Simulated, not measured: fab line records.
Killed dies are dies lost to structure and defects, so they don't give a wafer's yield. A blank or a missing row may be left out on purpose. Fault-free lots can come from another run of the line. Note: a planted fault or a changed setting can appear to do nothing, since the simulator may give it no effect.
Matching of chambers	flow gf180mcu	GF_V1_CMP_26 on cmp-01: 4 sister chambers
The step polishes, stops on SiO2, t overpolish 15 s, target thk 0 nm. 7 wafers are shown with their chamber, then 6 later ones without.

WAFERS PAIRED WITH THEIR CHAMBERS
wafer	chamber	motorCurrentA (A)	timeToEndpointS (s)
L816.2	0	10.8	87
L818.6	3	10.4	83
L827.1	1	11.7	77
L827.4	2	9.9	69
L831.1	1	11.4	77
L831.2	2	9.6	74
L831.3	0	10.9	85

WAFERS WITHOUT THEIR CHAMBER
wafer	motorCurrentA (A)	timeToEndpointS (s)
L833.1	11.9	80
L833.3	11.3	83
L833.4	9.4	73
L837.1	10.6	82
L837.4	10.6	85
L837.5	10.7	85

WHICH CHAMBER EACH ONE RAN IN
wafer	from the rows above	in truth
L833.1	1	1
L833.3	can't be placed: 0 or 1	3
L833.4	2	2
L837.1	can't be placed: 3 or 0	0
L837.4	can't be placed: 3 or 0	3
L837.5	can't be placed: 0 or 3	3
Placed correctly: 2 of 6. Unplaceable from these rows: 4, with the true chamber sitting among the candidates in 3. Placed wrongly: 0.
How it was worked out, from the rows above alone: a wafer's distance from a chamber is the root of the sum, over the readings, of the square of ((its reading less the chamber's mean) divided by the reading's scatter). The wafer belongs to the nearest chamber; if the next one is less than 2 further off, it can't be placed. Each chamber's mean is taken over the wafers shown for it. The scatter: take each reading less its chamber's mean, square it, sum over the shown wafers, divide by the number of wafers less the number of chambers, and take the root.
